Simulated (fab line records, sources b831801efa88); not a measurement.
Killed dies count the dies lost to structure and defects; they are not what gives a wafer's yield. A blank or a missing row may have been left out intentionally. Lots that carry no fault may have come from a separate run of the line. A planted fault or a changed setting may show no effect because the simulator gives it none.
fab line records    flow sky130
record lots=11  wafers=33  last_day=49
route steps=708 shown FIELD_ISO@15 PWDE@54 SONOS_ONO@170 POLY_GATE@227
lots that met no fault: from a run of the same line without faults
start_h: the number of hours between the record's first day and the start of the first shown wafer of the lot    wait_h: time in hours since the lot's previous step    " the same as in the row above    L1.1+2: a single row standing in for several wafers    - no value, or no start was given    * or withheld: withheld    < > ~ a bound
route shown NAME@n: names a module that has steps shown in the file, with the first one's number in the route    usual: average and standard deviation across the fault-free wafers    same: alike in all rows    chamber/n: place in a boat    sites: the reading at each site    _std_site: their standard deviation    _edge_site: the outer-site mean with the inner-site mean subtracted    radius_mm: for every site, how far away it sits from the centre of the wafer    mask NAME#n: copy n    behind: the last tool/chamber to shape the wafer    hold: why the lot was held/for how many hours/how that ended    device: names the non-switching transistor (n, p or np)    end of line: at the end of the route, the tests of the same wafers    where a step has no rows: the recipe by itself    killed: not the wafer's yield, but the dies lost to structure and defects at the first sort    map: shows each die of a wafer: x if killed, . if not, _ if none is there
set.NAME: the setting as run; set.NAME@STEP: as run at that earlier step    model.NAME: the simulator's own value behind a step, which no gauge read
route steps across a sampled set of lots; one table per step, one row per wafer
services: when a tool's chamber went out of use (start_h, in hours from the record's first day, below 0 if earlier), for how many hours, and the reason
## steps
# step SKY_FIELD_ISO_ETCH_14
# recipe chemistry=N2/H2  target=BARC  ion_energy_ev=200  source_w=500  bias_w=100  pressure_mtorr=30  n2_flow_sccm=100  h2_flow_sccm=200  stop_on=SiO2  time_s=47.97  target_depth_a=600
# usual drypump_motor_current_A=6.0/0.48  n2_flow_sccm=100.0/0.32  oes_product_au=0.846/0.0048  throttle_valve_pct=13.223/0.009
lot.wafer  tool         chamber  start_h  wait_h  drypump_motor_current_A  n2_flow_sccm  oes_product_au  rf_hours_counter_h  throttle_valve_pct
L223.2     rie_diel-01  3        35.27    0.1     5.7                      100.4         0.842           114                 13.245
L223.3     "            2        "        "       6.4                      99.6          0.850           146                 13.224
L223.4     "            0        "        "       5.3                      99.6          0.835           4                   13.236
L224.2     rie_diel-04  2        38.72    0.1     6.3                      99.9          0.849           25                  13.221
L224.3     "            1        "        "       6.5                      99.9          0.848           28                  13.232
L224.6     "            2        "        "       6.3                      99.9          0.851           -                   13.224
L225.1     rie_diel-03  0        46.14    0.1     5.8                      99.9          0.847           2                   13.223
L225.4     "            1        "        "       6.3                      100.3         0.842           57                  13.231
L225.6     "            0        "        "       5.8                      99.9          0.846           -                   13.220
L226.2     rie_diel-01  0        49.49    0.1     5.3                      99.9          0.842           5                   13.216
L226.5     "            2        "        "       6.4                      100.0         0.847           -                   13.218
L226.6     "            3        "        "       5.7                      100.0         0.845           -                   13.217
L227.1     rie_diel-04  1        55.26    0.1     6.6                      100.2         0.845           29                  13.220
L227.3     "            2        "        "       6.3                      99.6          0.854           26                  13.219
L227.6     "            3        "        "       5.2                      99.7          0.845           -                   13.246
L229.1     rie_diel-01  1        65.54    0.1     6.8                      100.0         0.854           40                  13.220
L229.4     "            3        "        "       5.7                      99.9          0.843           115                 13.218
L229.5     "            3        "        "       5.7                      100.2         0.842           -                   13.212
L230.2     rie_diel-01  1        70.12    0.1     6.8                      100.1         0.849           40                  13.216
L230.3     "            3        "        "       5.7                      100.3         0.851           115                 13.202
L230.6     "            3        "        "       5.7                      100.6         0.846           -                   13.221
L231.1     rie_diel-01  3        75.42    0.1     5.7                      100.0         0.858           115                 13.215
L231.5     "            2        "        "       6.4                      100.3         0.845           -                   13.228
L231.6     "            1        "        "       6.8                      99.7          0.854           -                   13.224
L233.1     rie_diel-04  2        85.49    0.1     6.3                      100.0         0.850           26                  13.235
L233.2     "            3        "        "       5.2                      99.5          0.847           50                  13.232
L233.3     "            1        "        "       6.6                      99.0          0.859           29                  13.235
L238.1     rie_diel-01  0        115.01   0.1     5.4                      99.9          0.846           6                   13.229
L238.2     "            3        "        "       5.7                      99.7          0.851           116                 13.230
L238.3     "            2        "        "       6.4                      99.6          0.845           147                 13.238
L240.3     rie_diel-01  0        122.82   0.1     5.4                      99.8          0.847           6                   13.228
L240.4     "            0        "        "       5.3                      99.2          0.845           -                   13.210
L240.5     "            2        "        "       6.4                      100.0         0.838           -                   13.207
# step SKY_PWDE_STRIP_09
# recipe chemistry=O2/N2  power_w=1400  pressure_mtorr=1500  platen_temp_c=withheld  o2_flow_sccm=3000  n2_flow_sccm=300  overash_fraction=0.5
# usual drypump_motor_current_A=5.5/0.34  n2_flow_sccm=300.1/0.81  oes_product_au=0.723/0.0046  strip_time_to_endpoint_s=36.92/0.11
# same overash_fraction=0.5
lot.wafer  tool             chamber  start_h  wait_h  drypump_motor_current_A  n2_flow_sccm  oes_product_au  rf_hours_counter_h  strip_time_to_endpoint_s
L223.2     plasma_asher-02  0        75.03    0.1     5.5                      299.6         0.724           40                  37.09
L223.3     "                1        "        "       5.6                      299.9         0.726           -                   37.11
L223.4     "                0        "        "       5.6                      298.8         0.721           -                   37.07
L224.2     plasma_asher-04  1        77.13    0.1     5.4                      297.8         0.721           28                  37.02
L224.3     "                1        "        "       5.4                      300.1         0.721           -                   36.96
L224.6     "                0        "        "       5.0                      299.7         0.726           -                   36.92
L225.1     plasma_asher-04  1        84.57    0.1     5.5                      300.6         0.719           28                  36.88
L225.4     "                1        "        "       5.4                      301.0         0.719           -                   37.01
L225.6     "                1        "        "       5.4                      301.7         0.718           -                   37.09
L226.2     plasma_asher-04  0        87.12    0.1     5.0                      299.5         0.721           28                  37.00
L226.5     "                0        "        "       5.0                      298.8         0.724           -                   36.95
L226.6     "                1        "        "       5.4                      299.4         0.723           -                   36.87
L227.1     plasma_asher-02  1        96.17    0.1     5.6                      300.4         0.730           42                  37.03
L227.3     "                0        "        "       5.6                      298.7         0.725           -                   37.04
L227.6     "                1        "        "       5.6                      299.6         0.717           -                   37.06
L229.1     plasma_asher-02  0        107.02   0.1     5.6                      299.6         0.715           44                  36.69
L229.4     "                0        "        "       5.6                      299.8         0.723           -                   36.75
L229.5     "                0        "        "       5.6                      299.8         0.718           -                   36.76
L230.2     plasma_asher-04  0        111.98   0.1     5.0                      299.6         0.717           31                  36.95
L230.3     "                1        "        "       5.4                      300.3         0.721           -                   37.06
L230.6     "                0        "        "       5.0                      300.4         0.715           -                   37.11
L231.1     plasma_asher-02  1        118.92   0.1     5.5                      300.3         0.719           45                  36.90
L231.5     "                1        "        "       5.6                      301.3         0.726           -                   36.92
L231.6     "                0        "        "       5.5                      301.0         0.718           -                   36.84
L233.1     plasma_asher-02  0        129.42   0.1     5.5                      301.6         0.723           46                  36.94
L233.2     "                1        "        "       5.6                      300.7         0.734           46                  36.87
L233.3     "                1        "        "       5.5                      300.1         0.721           -                   36.95
L238.1     plasma_asher-04  0        159.22   0.1     5.0                      298.6         0.735           37                  37.08
L238.2     "                1        "        "       5.5                      302.3         0.726           37                  37.05
L238.3     "                0        "        "       5.0                      299.4         0.723           -                   36.96
L240.3     plasma_asher-04  1        169.66   0.1     5.4                      299.2         0.723           -                   37.08
L240.4     "                0        "        "       5.0                      299.0         0.717           -                   37.00
L240.5     "                0        "        "       5.0                      300.5         0.722           -                   37.01
# step SKY_SONOS_ONO_CVD_02
# recipe material=Si3N4  precursor=DCS/NH3  target_thk_nm=10.5  temp_c=770  time_s=180  pressure_mtorr=250
# usual spike_tc_centre_C=771.0/1.2  susceptor_temp_C=770.0/0.34  zone_power_lower_pct=12.19/0.22  zone_power_upper_pct=13.04/0.13
lot.wafer  tool      chamber  start_h  wait_h  spike_tc_centre_C  susceptor_temp_C  zone_power_lower_pct  zone_power_upper_pct
L223.2     lpcvd-02  0        259.68   0.5     771.7              770.5             12.08                 12.95
L223.3     "         0        "        "       770.6              770.6             12.04                 12.87
L223.4     "         0        "        "       773.0              769.9             12.08                 12.94
L224.2     lpcvd-02  0        267.03   1.1     770.7              769.9             12.20                 13.22
L224.3     "         0        "        "       771.9              769.8             12.01                 13.26
L224.6     "         0        "        "       772.1              770.0             11.96                 13.06
L225.1     lpcvd-02  1        275.42   3.2     769.3              769.6             12.21                 13.07
L225.4     "         1        "        "       771.0              770.1             12.46                 12.91
L225.6     "         1        "        "       770.1              770.4             12.55                 12.80
L226.2     lpcvd-02  1        279.68   1.2     770.9              770.0             12.26                 13.13
L226.5     "         1        "        "       769.3              770.0             12.24                 12.69
L226.6     "         1        "        "       770.6              770.2             12.42                 12.96
L227.1     lpcvd-02  0        291.31   0.6     771.6              770.3             12.05                 12.94
L227.3     "         0        "        "       771.0              770.1             12.17                 12.95
L227.6     "         0        "        "       770.8              769.8             12.11                 13.12
L229.1     lpcvd-02  0        306.30   0.1     772.4              769.7             12.16                 12.88
L229.4     "         0        "        "       772.9              770.5             12.05                 13.01
L229.5     "         0        "        "       772.1              770.0             12.20                 12.91
L230.2     lpcvd-02  0        313.99   0.1     771.2              770.1             11.87                 13.06
L230.3     "         0        "        "       771.3              770.1             12.05                 13.26
L230.6     "         0        "        "       772.4              770.3             11.84                 13.14
L231.1     lpcvd-02  0        325.43   2.4     770.4              770.6             11.97                 13.07
L231.5     "         0        "        "       771.9              770.0             12.07                 13.12
L231.6     "         0        "        "       772.6              770.5             11.92                 13.06
L233.1     lpcvd-02  1        336.81   0.1     770.8              769.6             12.46                 13.07
L233.2     "         1        "        "       771.1              769.8             12.35                 12.98
L233.3     "         1        "        "       770.1              769.7             12.44                 12.95
L238.1     lpcvd-02  1        379.63   0.1     781.6              769.8             10.87                 11.43
L238.2     "         1        "        "       782.1              769.9             10.90                 11.14
L238.3     "         1        "        "       780.7              770.3             10.74                 11.32
L240.3     lpcvd-02  1        393.69   0.5     782.2              770.1             10.84                 11.48
L240.4     "         1        "        "       782.2              770.8             10.98                 11.30
L240.5     "         1        "        "       781.3              770.1             10.81                 11.53
# step SKY_SONOS_ONO_THK_MEAS_03
# recipe reads=Si3N4_of_SONOS_ONO_CVD_02
# usual SONOS_ONO_CVD_02_THK=10.51/0.14
lot.wafer  tool           chamber  start_h  wait_h  SONOS_ONO_CVD_02_THK[nm]
L223.2     film_metro-03  -        260.74   0.0     10.32
L223.3     "              -        "        "       10.53
L223.4     "              -        "        "       10.28
L224.2     film_metro-03  -        268.09   0.0     10.61
L224.3     "              -        "        "       10.56
L224.6     "              -        "        "       10.66
L225.1     film_metro-04  -        277.00   0.0     10.79
L225.4     "              -        "        "       10.59
L225.6     "              -        "        "       10.84
L226.2     film_metro-01  -        280.74   0.0     10.49
L226.5     "              -        "        "       10.46
L226.6     "              -        "        "       10.34
L227.1     film_metro-01  -        292.36   0.0     10.49
L227.3     "              -        "        "       10.51
L227.6     "              -        "        "       10.55
L229.1     film_metro-04  -        307.35   0.0     10.46
L229.4     "              -        "        "       10.40
L229.5     "              -        "        "       10.34
L230.2     film_metro-04  -        315.13   0.1     10.42
L230.3     "              -        "        "       10.40
L230.6     "              -        "        "       10.48
L231.1     film_metro-01  -        326.48   0.0     10.33
L231.5     "              -        "        "       10.48
L231.6     "              -        "        "       10.53
L233.1     film_metro-04  -        337.86   0.0     10.61
L233.2     "              -        "        "       10.67
L233.3     "              -        "        "       10.53
L238.1     film_metro-01  -        380.68   0.0     10.84
L238.2     "              -        "        "       10.94
L238.3     "              -        "        "       11.08
L240.3     film_metro-03  -        394.76   0.0     11.73
L240.4     "              -        "        "       11.54
L240.5     "              -        "        "       11.50
# step SKY_POLY_GATE_CD_MEAS_13
# recipe target_cd_nm=150
# usual cd_nm=151.0/1.5
lot.wafer  tool       chamber  start_h  wait_h  cd_nm
L223.2     cd_sem-02  -        374.24   -       150.3
L223.3     "          -        "        "       149.5
L223.4     "          -        "        "       151.7
L224.2     cd_sem-02  -        384.46   -       149.9
L224.3     "          -        "        "       151.2
L224.6     "          -        "        "       149.6
L225.1     cd_sem-02  -        391.79   -       153.8
L225.4     "          -        "        "       153.3
L225.6     "          -        "        "       151.2
L226.2     cd_sem-02  -        406.61   -       150.2
L226.5     "          -        "        "       148.6
L226.6     "          -        "        "       149.8
L227.1     cd_sem-02  -        411.17   -       149.7
L227.3     "          -        "        "       149.0
L227.6     "          -        "        "       149.6
L229.1     cd_sem-01  -        426.64   -       151.4
L229.4     "          -        "        "       151.4
L229.5     "          -        "        "       149.8
L230.2     cd_sem-02  -        435.96   -       150.2
L230.3     "          -        "        "       151.1
L230.6     "          -        "        "       151.2
L231.1     cd_sem-01  -        452.49   -       149.1
L231.5     "          -        "        "       148.2
L231.6     "          -        "        "       147.6
L233.1     cd_sem-02  -        466.79   -       151.5
L233.2     "          -        "        "       152.5
L233.3     "          -        "        "       152.0
L238.1     cd_sem-01  -        514.89   -       151.3
L238.2     "          -        "        "       153.5
L238.3     "          -        "        "       151.4
L240.3     cd_sem-02  -        529.08   -       152.1
L240.4     "          -        "        "       150.4
L240.5     "          -        "        "       152.0
## services
tool             chamber  start_h  hours  kind
rie_diel-03      2        24.67    11.6   repair
rie_diel-03      0        54.90    9.4    repair
plasma_asher-04  -        74.60    2.3    repair
rie_diel-04      1        98.12    2.1    repair
rie_diel-04      -        110.60   15.6   pm
rie_diel-01      1        112.96   35.3   repair
rie_diel-01      -        121.69   0.3    repair
rie_diel-04      3        130.04   8.7    repair
rie_diel-03      -        130.41   2.1    repair
plasma_asher-02  -        153.01   2.8    pm
plasma_asher-02  -        166.44   1.6    repair
plasma_asher-04  -        193.66   5.1    repair
rie_diel-01      0        203.61   3.6    repair
rie_diel-01      -        216.54   14.6   pm
rie_diel-01      0        232.26   9.4    repair
rie_diel-01      2        243.73   4.5    repair
rie_diel-04      3        279.09   3.1    repair
plasma_asher-04  -        285.30   14.6   pm
rie_diel-01      2        308.46   3.4    repair
plasma_asher-02  -        311.08   0.5    repair
rie_diel-01      2        312.69   1.5    repair
rie_diel-04      0        368.76   1.4    repair
rie_diel-04      2        380.20   5.4    repair
lpcvd-02         -        386.32   0.4    repair
## key
first_sign step=SKY_SONOS_ONO_CVD_02  reading=zone_power_upper_pct  direction=down  sigmas=13  usual=13.04  struck=11.37
effect step=SKY_SONOS_ONO_CVD_02  reading=spike_tc_centre_C  direction=up  sigmas=8.9  usual=771.0  struck=781.7
effect step=SKY_SONOS_ONO_THK_MEAS_03  reading=SONOS_ONO_CVD_02_THK  direction=up  sigmas=5.5  usual=10.51  struck=11.27  wafers_moved=5
met_at SKY_SONOS_ONO_CVD_02
struck_lots L238,L240
struck_wafers L238.1,L238.2,L238.3,L240.3,L240.4,L240.5
tester_left_out L238,L240
not_acting_at SKY_FIELD_ISO_ETCH_14,SKY_PWDE_STRIP_09,SKY_POLY_GATE_CD_MEAS_13
onset_between 336.81 379.63
fault kind=process_parameter_drift  tool=lpcvd-02  chamber=1  onset_h=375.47  steps=SKY_SONOS_ONO_CVD_02  channel=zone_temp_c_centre  offset=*  shape=step  end_h=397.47
# tester_left_out: of these lots the tester's yield and bins aren't shown, on N5 and GAA mostly nor the transistor test; their killed dies are dies lost to structure and defects alone, not to doping, threshold or leakage, so they don't give the yield
